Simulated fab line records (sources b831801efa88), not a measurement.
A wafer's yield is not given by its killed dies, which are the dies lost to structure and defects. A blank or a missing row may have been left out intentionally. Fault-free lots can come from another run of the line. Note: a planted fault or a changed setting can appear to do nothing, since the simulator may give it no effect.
Split-lot study | flow sky130 | route with 708 steps; 5 lots, 23 wafers read

== ABOUT THE SPLIT ==
At SKY_VIA4_SPUTTER_17 (material TiN, target thk 20 nm, time 80 s), the setting power w was moved away from the recipe's 4000 W on 11 of the 23 wafers read, by -11.1% to +9.9%. All remaining wafers had this setting at the recipe value.

The reading comes from the split's own step.

== THE READING ==
TiN_of_VIA4_SPUTTER_17.thk nm (the simulator's own value, which no gauge read), in nm, at SKY_VIA4_SPUTTER_17 (material TiN, target thk 20 nm, time 80 s). There is no usual value for it anywhere in the file. Across the 12 wafers here that went through the recipe, the average is 19.95 nm and the standard deviation 0.33 nm.

wafer  | tool, chamber at the split | power w as run, W | against the recipe | TiN_of_VIA4_SPUTTER_17.thk nm, nm | against lot-mates on the recipe
L075.1 | pvd sputter-04, -          | 3652              | -8.7%              | 18.56                             | -1.90
L075.2 | pvd sputter-04, -          | 3652              | -8.7%              | 18.88                             | -1.58
L075.3 | pvd sputter-04, -          | 4000              | recipe             | 20.42                             | -
L075.4 | pvd sputter-04, -          | 3652              | -8.7%              | 18.67                             | -1.79
L075.6 | pvd sputter-04, -          | 4000              | recipe             | 20.5                              | -
L077.2 | pvd sputter-03, -          | 4000              | recipe             | 19.44                             | -
L077.3 | pvd sputter-03, -          | 4000              | recipe             | 20.04                             | -
L077.5 | pvd sputter-03, -          | 4000              | recipe             | 19.97                             | -
L079.1 | pvd sputter-03, -          | 3657              | -8.6%              | 18.43                             | -1.62
L079.2 | pvd sputter-03, -          | 3657              | -8.6%              | 18.26                             | -1.79
L079.4 | pvd sputter-03, -          | 4000              | recipe             | 19.9                              | -
L079.5 | pvd sputter-03, -          | 4000              | recipe             | 20.21                             | -
L079.6 | pvd sputter-03, -          | 3657              | -8.6%              | 18.59                             | -1.46
L081.1 | pvd sputter-03, -          | 3558              | -11.1%             | 17.6                              | -2.02
L081.2 | pvd sputter-03, -          | 3558              | -11.1%             | 17.44                             | -2.18
L081.3 | pvd sputter-03, -          | 4000              | recipe             | 19.4                              | -
L081.4 | pvd sputter-03, -          | 4000              | recipe             | 19.83                             | -
L081.6 | pvd sputter-03, -          | 4000              | recipe             | 19.63                             | -
L085.1 | pvd sputter-02, -          | 4395              | +9.9%              | 21.89                             | +1.87
L085.2 | pvd sputter-02, -          | 4395              | +9.9%              | 21.8                              | +1.78
L085.4 | pvd sputter-02, -          | 4000              | recipe             | 20.04                             | -
L085.5 | pvd sputter-02, -          | 4000              | recipe             | 20                                | -
L085.6 | pvd sputter-02, -          | 4395              | +9.9%              | 21.73                             | +1.71

THE FIT
A straight line over all 23 wafers: TiN_of_VIA4_SPUTTER_17.thk nm changes by +0.184 nm for each +1% of power w; r = +0.97; the points scatter about the line by 0.32 nm.
The same after taking each lot's own level away (the mean of its wafers on the recipe; 23 wafers): +0.189 nm for each +1%; r = +0.99; scatter 0.16 nm.
According to that fit, moving power w by its largest amount changes the reading by 2.1 nm.
The lots' own levels span 19.620 to 20.460 nm, that is 2.6 times the standard deviation above.
Consequently the slope shifts little with the lot-to-lot level, the two slopes agreeing.
Check: with one of the wafers moved furthest among these (-11.1%) left out of the fit, the line predicts -2.13 nm for it against its lot-mates. Against them it came out at -2.02 nm.

== THE OTHER SPLITS THESE WAFERS WENT THROUGH ==
Note: prior to the reading, these wafers also went through further splits. Each is held against what the fit with the lots' levels taken away leaves over:
other split on the same wafers     | wafers away from the commonest value | r with TiN_of_VIA4_SPUTTER_17.thk nm (lot level and that fit taken away)
SKY_CAPM_COAT_07 spin rpm          | 6                                    | -0.01
SKY_VIA3_CMP_02 leave above ref nm | 9                                    | -0.16
SKY_VIA3_DEVELOP_11 dev temp c     | 9                                    | +0.07
SKY_VIA3_STRIP_16 pressure mtorr   | 18                                   | -0.02
SKY_CAP2M_COAT_07 spin rpm         | 9                                    | -0.07
SKY_METAL4_METAL_ETCH_18 time s    | 11                                   | +0.06
SKY_VIA4_COAT_06 spin rpm          | 10                                   | -0.16

== THE FILE'S OWN FIT ==
TiN_of_VIA4_SPUTTER_17.thk nm changes by +0.19 nm for each +1% of power w, r = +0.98.
